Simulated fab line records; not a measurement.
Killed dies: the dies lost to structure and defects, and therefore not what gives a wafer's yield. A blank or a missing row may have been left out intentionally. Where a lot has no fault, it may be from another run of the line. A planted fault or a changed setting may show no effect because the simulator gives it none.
Comparing a struck lot with a sound one + flow sfqLine + 42 steps out of a route of 325
Sound: the wafers L474.1, L474.2, L474.6. Struck: wafer L481.6 (L481.2, L481.5, from the same lot, were not struck and are left out); the cause is given at the end.
At each step with rows: each side's tool, then ch and its chambers, then its first start. Under that, the readings that differ: sound wafers + struck wafers + difference of the means + sigmas: that difference in standard deviations of wafers without a fault.
alike: same words and numbers on both sides, and readings whose means sit less than 2 such deviations apart. not compared: any withheld reading, any reading some wafer has no value for, any bound like >300 that may hide the same value, and any number with overlapping values for which the record gives no deviation.
Wherever a step has rows on one side only, a row that says differs or no value, or a row with sigmas, the two part there. Numbers that don't overlap but have no deviation are shown without sigmas and don't part them. A reading missing from all wafers of one side parts the sides only when that side holds two or more wafers.

first, 6 steps without rows for these wafers: SFQ_TRILAYER_I4_VIA_LITHO_COAT_108 (resist thk 62 nm); SFQ_TRILAYER_I4_VIA_LITHO_COAT_103 (resist thk 650 nm); SFQ_TRILAYER_I4_VIA_LITHO_SOFTBAKE_107; SFQ_TRILAYER_I4_VIA_LITHO_EXPOSE_104 (exposes mask I4, target cd 700 nm); SFQ_TRILAYER_I4_VIA_LITHO_PEB_106 (peb time 60 s); SFQ_TRILAYER_I4_VIA_LITHO_DEVELOP_105 (time 60 s).
SFQ_I4_OVL_MEAS_928:
  sound on overlay-02 at day 62 13:29; struck on overlay-02 at day 63 06:42
  alike: I4_OVL
then, 1 step without rows for these wafers: SFQ_TRILAYER_I4_VIA_BARC_OPEN_VIA_ETCH_146 (etches BARC in O2, target depth 125 nm, time 41.7 s).
SFQ_TRILAYER_I4_VIA_ETCH_VIA_ETCH_106: etches SiO2 in CHF3, stops on Nb, target depth 260 nm.
  sound on rieDiel-01 ch 0,1,3, day 62 13:33; struck on rieDiel-02 ch 3, day 63 06:46
  alike: chamberPressureMTorr, drypumpMotorCurrentA, oesProductAu
then, 3 steps without rows for these wafers: SFQ_TRILAYER_I4_VIA_STRIP_STRIP_107 (strips in O2); SFQ_TRILAYER_I4_VIA_STRIP_SOLV_CLEAN_108 (cleans in NMP, time 600 s); SFQ_TRILAYER_JJ_TRILAYER_DEP_PRE_CLEAN_113 (time 22.5 s).
SFQ_TRILAYER_JJ_TRILAYER_DEP_SPUTTER_109: material Nb, target thk 150 nm, time 100 s.
  sound on pvdSputter-03 at day 62 14:29; struck on pvdSputter-03 at day 63 07:43
| reading                                                     | sound                | struck | difference | sigmas      |
|-------------------------------------------------------------|----------------------|--------|------------|-------------|
| cathodeDcPowerW (W)                                         | 2000.2 1999.5 1999.4 | 2543.8 | +544.1     | +99 or more |
| model.Nb_of_TRILAYER_JJ_TRILAYER_DEP_SPUTTER_109.thkNm (nm) | 155.2 150.8 151.6    | 190.8  | +38.3      |             |
  alike: throttleValvePct
then, 2 steps without rows for these wafers: SFQ_TRILAYER_JJ_TRILAYER_DEP_SPUTTER_110 (material Al, target thk 8 nm, time 10 s); SFQ_TRILAYER_JJ_TRILAYER_DEP_AL_OXIDATION_111 (oxidation time 600 s).
SFQ_TRILAYER_JJ_TRILAYER_DEP_SPUTTER_112: material Nb, target thk 170 nm, time 113.3 s.
  sound on pvdSputter-03 at day 62 15:34; struck on pvdSputter-03 at day 63 08:48
  alike: cathodeDcPowerW, throttleValvePct
SFQ_JJ_RS_MEAS_929: a four-point-probe measurement.
  sound on filmMetro-01 at day 62 15:40; struck on filmMetro-01 at day 63 08:54
  alike: JJ_NB_RS
then, 6 steps without rows for these wafers: SFQ_TRILAYER_JJ_CE_LITHO_COAT_119 (resist thk 62 nm); SFQ_TRILAYER_JJ_CE_LITHO_COAT_114 (resist thk 600 nm); SFQ_TRILAYER_JJ_CE_LITHO_SOFTBAKE_118; SFQ_TRILAYER_JJ_CE_LITHO_EXPOSE_115 (exposes mask J5, target cd 700 nm); SFQ_TRILAYER_JJ_CE_LITHO_PEB_117 (peb time 60 s); SFQ_TRILAYER_JJ_CE_LITHO_DEVELOP_116 (time 60 s).
SFQ_JJ_OVL_MEAS_931:
  sound on overlay-02 at day 62 23:30; struck on overlay-02 at day 63 19:54
  alike: J5_OVL
SFQ_TRILAYER_JJ_CE_METRO_MEASURE_117:
  sound on cdSem-02 at day 62 23:32; struck on cdSem-02 at day 63 20:08
  alike: cdNm
SFQ_TRILAYER_JJ_CE_BARC_OPEN_RIE_150: chemistry O2, target BARC, target depth 240 nm, time 80 s.
  sound on rieMetal-02 ch 0,1, day 63 00:44; struck on rieMetal-02 ch 1, day 63 21:08
  alike: chamberPressureMTorr, drypumpMotorCurrentA, oesProductAu
  not compared: rfHoursCounterH
then, 2 steps without rows for these wafers: SFQ_TRILAYER_JJ_CE_ETCH_RIE_118 (chemistry SF6, target Nb, stops on Al2O3, time 97.7 s, target depth 170 nm); SFQ_TRILAYER_JJ_ANODIZE_ANODIZE_119.
SFQ_TRILAYER_JJ_CE_STRIP_STRIP_120: strips in O2.
  sound on rieMetal-02 ch 0,1, day 63 01:26; struck on rieMetal-03 ch 0, day 63 21:50
  alike: chamberPressureMTorr, drypumpMotorCurrentA, oesProductAu
  not compared: rfHoursCounterH
then, 7 steps without rows for these wafers: SFQ_TRILAYER_JJ_CE_STRIP_SOLV_CLEAN_121 (cleans in NMP, time 600 s); SFQ_TRILAYER_M5_LITHO_COAT_128 (resist thk 62 nm); SFQ_TRILAYER_M5_LITHO_COAT_123 (resist thk 600 nm); SFQ_TRILAYER_M5_LITHO_SOFTBAKE_127; SFQ_TRILAYER_M5_LITHO_EXPOSE_124 (exposes mask M5, target cd 700 nm); SFQ_TRILAYER_M5_LITHO_PEB_126 (peb time 60 s); SFQ_TRILAYER_M5_LITHO_DEVELOP_125 (time 60 s).
-- the record jumps here: 5 days lie between the struck wafers' starts before and after --
SFQ_M5_OVL_MEAS_932:
  sound on overlay-02 at day 67 10:36; struck on overlay-02 at day 68 10:44
  alike: M5_OVL
then, 1 step without rows for these wafers: SFQ_TRILAYER_M5_BARC_OPEN_METAL_ETCH_161 (etches BARC in O2, target depth 125 nm, time 41.7 s).
SFQ_TRILAYER_M5_ETCH_METAL_ETCH_126: etches Nb in Cl2/BCl3, stops on SiO2, time 203.2 s, target depth 265 nm.
  sound on rieMetal-01 ch 0,1, day 67 10:42; struck on rieMetal-01 ch 1, day 68 10:49
| reading                      | sound             | struck | difference | sigmas |
|------------------------------|-------------------|--------|------------|--------|
| oesProductAu (a.u.)          | 0.743 0.734 0.734 | 0.832  | +0.095     | +16    |
| model.etch.depthNm (nm)      | 155.2 150.8 151.6 | 190.8  | +38.3      |        |
| model.M5.featureDepthNm (nm) | 167.5 163.1 164   | 203.1  | +38.2      |        |
  alike: chamberPressureMTorr, drypumpMotorCurrentA
  not compared: rfHoursCounterH
then, 2 steps without rows for these wafers: SFQ_TRILAYER_M5_STRIP_STRIP_127 (strips in O2); SFQ_TRILAYER_M5_STRIP_SOLV_CLEAN_128 (cleans in NMP, time 600 s).
-- the record jumps here: 21 days lie between the struck wafers' starts before and after --
SFQ_M8_BOW_MEAS_951:
  sound on filmMetro-02 at day 81 17:25; struck on filmMetro-02 at day 89 10:14
| reading                | sound             | struck | difference | sigmas |
|------------------------|-------------------|--------|------------|--------|
| model.etest.m5.ohmUm   | 1.641 1.694 1.683 | 1.341  | -0.332     |        |
| model.etest.i4.linkOhm | 2.143 2.162 2.166 | 1.909  | -0.248     |        |
| model.etest.m5.ohmSq   | 1.149 1.182 1.176 | 0.9347 | -0.2343    |        |
| model.etest.i5.linkOhm | 2.221 2.253 2.252 | 2.021  | -0.221     |        |
  alike: M8_BOW

== WHERE THEY PART ==
First at SFQ_TRILAYER_JJ_TRILAYER_DEP_SPUTTER_109; last, within this record, at SFQ_TRILAYER_M5_ETCH_METAL_ETCH_126. Later steps at which nothing parts them and some readings are alike: SFQ_M8_BOW_MEAS_951.

WHY: the cause the simulator had injected
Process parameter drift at SFQ_TRILAYER_JJ_TRILAYER_DEP_SPUTTER_109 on pvdSputter-03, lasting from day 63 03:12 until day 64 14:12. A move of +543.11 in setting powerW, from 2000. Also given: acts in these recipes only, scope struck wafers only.
